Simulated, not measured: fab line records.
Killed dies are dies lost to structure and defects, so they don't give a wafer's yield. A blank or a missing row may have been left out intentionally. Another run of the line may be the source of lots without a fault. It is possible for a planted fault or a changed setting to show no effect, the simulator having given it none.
2 desks looking at one fault + flow sky130 + what lay behind the numbers comes last; until then each desk has only its own

AT THE TOOL OWNER'S DESK: pvd sputter-04
At SKY_LOCAL_INTERCONNECT_SPUTTER_00 (material TiN, target thk 100 nm, time 83.3 s) the tool's own readings: per lot run on this tool, the mean of the sampled wafers that have a number. The brackets show how far a lot's mean lies from the usual mean; more than 4 standard deviations puts the lot out of limits, marked OUT.
Columns: A = cathode dc power W at SKY_LOCAL_INTERCONNECT_SPUTTER_00, usual 6499.9 W; B = throttle valve pct at SKY_LOCAL_INTERCONNECT_SPUTTER_00, usual 30.1 %
| lot  | first seen here | A      | B    |
|------|-----------------|--------|------|
| L904 | day 30 11:58    | 6500.4 | 30.3 |
| L911 | day 32 20:55    | 6500.4 | 31.4 |
| L914 | day 33 22:50    | 6499.5 | 31.5 |
| L921 | day 36 03:44    | 6499.2 | 30.9 |
This desk found nothing out of limits on any of the 4 lots.

FROM THE METROLOGY DESK
Lot by lot, what the gauges showed, no matter which tool ran the lot: averages of those sampled wafers that carry a number. The brackets show how far a lot's mean lies from the usual mean; more than 4 standard deviations puts the lot out of limits, marked OUT.
Columns: A = LOCAL_INTERCONNECT_TIN_RS at SKY_LOCAL_INTERCONNECT_RS_MEAS_01, usual 14.16 ohm/sq; B = LOCAL_INTERCONNECT_TIN_THK at SKY_LOCAL_INTERCONNECT_THK_MEAS_02, usual 102.3 nm; C = CONTACT_OVL at SKY_CONTACT_OVL_MEAS_15, usual -1 nm
| lot  | first seen here | A               | B              | C  |
|------|-----------------|-----------------|----------------|----|
| L901 | day 29 03:01    | 14.08           | 102.5          | -4 |
| L902 | day 29 13:57    | 14.22           | 101.6          | -1 |
| L903 | day 30 07:09    | 14.33           | 101.1          | 1  |
| L904 | day 30 12:02    | 14.19           | 102.7          | -1 |
| L911 | day 32 21:03    | 17.02 (+20) OUT | 85.7 (-17) OUT | 0  |
| L914 | day 33 22:55    | 16.38 (+16) OUT | 89.1 (-13) OUT | -6 |
| L916 | day 34 07:51    | 14.13           | 102.9          | -4 |
| L917 | day 34 18:33    | 14.21           | 102.1          | -4 |
| L921 | day 36 03:48    | 14.24           | 101.8          | -4 |
| L922 | day 36 12:23    | 14.11           | 102.3          | -6 |
Per this desk, out of limits: L911, L914; the first was L911, day 32 21:03 (LOCAL_INTERCONNECT_TIN_RS at SKY_LOCAL_INTERCONNECT_RS_MEAS_01). In limits: L901, L902, L903, L904, L916, L917, L921, L922.

BROUGHT TOGETHER
At day 32 21:03 the metrology desk could have sounded an alarm, on L911, L914.
The tool owner's desk saw nothing out of limits.
The tool owner's desk has L911, L914 on record, within its limits.
The lots listed all ran SKY_LOCAL_INTERCONNECT_SPUTTER_00 on pvd sputter-04.

WHAT HAD BEEN PUT IN BY THE SIMULATOR
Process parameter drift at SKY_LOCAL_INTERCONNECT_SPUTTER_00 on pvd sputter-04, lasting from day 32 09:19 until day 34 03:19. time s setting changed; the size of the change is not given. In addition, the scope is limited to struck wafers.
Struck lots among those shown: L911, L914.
Per desk, hours elapsed from the start of the fault to the first reading out of limits: for the metrology desk, 12.
